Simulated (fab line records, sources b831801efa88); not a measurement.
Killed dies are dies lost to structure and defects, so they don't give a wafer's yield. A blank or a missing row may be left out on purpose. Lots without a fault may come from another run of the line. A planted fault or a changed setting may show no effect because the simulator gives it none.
Problem report in the 8D (eight disciplines) form, filled by code | flow sky130 | the parts of the form that need people (team, actions taken, sign-off) are left out

1. THE PROBLEM
killed_at_contacts at SKY_PAD_OPEN_PROBE_99 reads a mean of 432 on 6 wafers of 2 lots; wafers without a fault read 25 with a standard deviation of 5.6. That is +73 standard deviations from the usual mean.
First seen on wafer L187.3, day 47 23:13, on prober-01. The record holds 9 wafers of 3 lots with a number at this step. Rule for "out", or "out of limits": more than 4 standard deviations from the usual mean. The other wafers with a number count as sound.

2. WHAT IT IS AND WHAT IT IS NOT
question                    | is                                             | is not
which readings at this step | killed_at_contacts, killed_dies, killed_on_rim | killed_at_M0_to_M3, killed_at_front_end, killed_at_other, killed_open, killed_short
which lots                  | L187, L188                                     | L201
which wafers of those lots  | all that have a number                         | -
read on which tools         | prober-01, prober-02                           | -
when                        | from day 47 23:13                              | up to then (0 sound wafers); but 3 sound wafers of L201 came after

3. SUSPECTS, AND WHAT RULES EACH OUT
Counting: a tool at a process step up to the reading stays a suspect if it ran every lot that is out and no sound lot after the first of them.
- pvd_sputter-03 at SKY_LI_CONTACT_SPUTTER_19 (material Ti, target thk 20 nm, time 106.37 s): ruled out as a lasting fault. Sound lots L201 ran on it after its first lot that is out, L187 (day 32 07:49).
Left after counting: nothing in the record.

4. THE CAUSE (what the simulator had put in)
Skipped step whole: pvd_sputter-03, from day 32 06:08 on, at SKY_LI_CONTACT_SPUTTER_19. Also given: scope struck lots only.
Counting ruled it out, wrongly: the rule takes a fault to strike every lot that its tool runs from its start on, and this one did not.

5. THE CHAIN OF EFFECTS, in route order
Each row: a reading whose mean over the struck wafers that have a number lies more than 3 standard deviations from the usual. Only readings for which the record gives a usual standard deviation are gone through. hours: the time from each lot's start at the first step in this table that gives one to its start at this step, as a median over the lots. sigmas: the change in usual standard deviations.
hours | step                  | reading            | usual | on struck wafers | change | sigmas
0     | SKY_PAD_OPEN_PROBE_99 | killed_at_contacts | 25    | 432              | +407   | +73
0     | SKY_PAD_OPEN_PROBE_99 | killed_dies        | 86    | 492              | +406   | +45
0     | SKY_PAD_OPEN_PROBE_99 | killed_on_rim      | 17    | 96               | +79    | +21
The process steps in it:
- SKY_PAD_OPEN_PROBE_99
Readings that are blank on the struck wafers while sound wafers have them: cathode_dc_power_W at SKY_LI_CONTACT_SPUTTER_19; chamber_pressure_pa at SKY_LI_CONTACT_SPUTTER_19; throttle_valve_pct at SKY_LI_CONTACT_SPUTTER_19.

6. WHAT WOULD HAVE CAUGHT IT SOONER
In this record the first reading out of limits was taken at day 47 23:13, 377 hours after the fault began at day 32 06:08.
At SKY_LI_CONTACT_SPUTTER_19 the tool's readings are blank on the struck wafers, where sound wafers have them: an empty tool record is the first sign, and it was there at once.
